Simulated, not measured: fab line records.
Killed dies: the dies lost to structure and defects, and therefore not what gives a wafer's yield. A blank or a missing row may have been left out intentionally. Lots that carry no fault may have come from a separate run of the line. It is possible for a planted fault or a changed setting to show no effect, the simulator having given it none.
What tool caused it? || flow sky130 || 33 wafers sampled from 11 lots at 1 step of a route of 708

## WHAT THE GAUGES READ, wafer by wafer
SKY_CONTACT_CD_MEAS_14 targets a cd of 170 nm.
{"lot": "L294", "measured": "day 32 03:13", "on": "cd sem-02", "cd nm (nm)": "170.7 170.9 168.8"}
{"lot": "L297", "measured": "day 32 14:16", "on": "cd sem-01", "cd nm (nm)": "170.9 171.6 170.7"}
{"lot": "L298", "measured": "day 32 23:50", "on": "cd sem-01", "cd nm (nm)": "167.9 169.7 168.9"}
{"lot": "L304", "measured": "day 34 23:10", "on": "cd sem-01", "cd nm (nm)": "168.2 170.7 168.7"}
{"lot": "L306", "measured": "day 35 14:37", "on": "cd sem-02", "cd nm (nm)": "171.6 171.2 170.3"}
{"lot": "L307", "measured": "day 35 23:14", "on": "cd sem-02", "cd nm (nm)": "173.2 172.5 174.0"}
{"lot": "L309", "measured": "day 36 12:29", "on": "cd sem-02", "cd nm (nm)": "172.0 171.2 171.7"}
{"lot": "L310", "measured": "day 36 19:11", "on": "cd sem-02", "cd nm (nm)": "169.8 170.2 170.1"}
{"lot": "L314", "measured": "day 37 16:29", "on": "cd sem-02", "cd nm (nm)": "168.1 170.7 170.2"}
{"lot": "L316", "measured": "day 38 02:08", "on": "cd sem-02", "cd nm (nm)": "169.8 170.6 171.0"}
{"lot": "L317", "measured": "day 38 13:38", "on": "cd sem-01", "cd nm (nm)": "170.5 169.5 170.6"}

## TOOL THAT RAN EACH LOT (tool first, then ch and the chambers of the sampled wafers, then the start)
There is no process step in the record ahead of these readings.

## THE ANSWER, worked out from the rows above alone
Rule: usual is defined by the lots themselves. Put in order of their means at a reading, lots are off if they are a third of the lots or fewer, leave a main group of 4 or more, and stand apart from it by a gap of 3 or more times the standard deviation of the main group's means; of several such gaps the widest counts. If all means in a main group match to the digits the tables above print for the reading, that group is not used. Also off: a lot with no number at a reading for which 4 or more lots have one. Any other lot the step has rows for is counted as sound.
Nothing can be told from this: no lot is off at any reading shown.

## WHAT THE SIMULATOR PUT IN
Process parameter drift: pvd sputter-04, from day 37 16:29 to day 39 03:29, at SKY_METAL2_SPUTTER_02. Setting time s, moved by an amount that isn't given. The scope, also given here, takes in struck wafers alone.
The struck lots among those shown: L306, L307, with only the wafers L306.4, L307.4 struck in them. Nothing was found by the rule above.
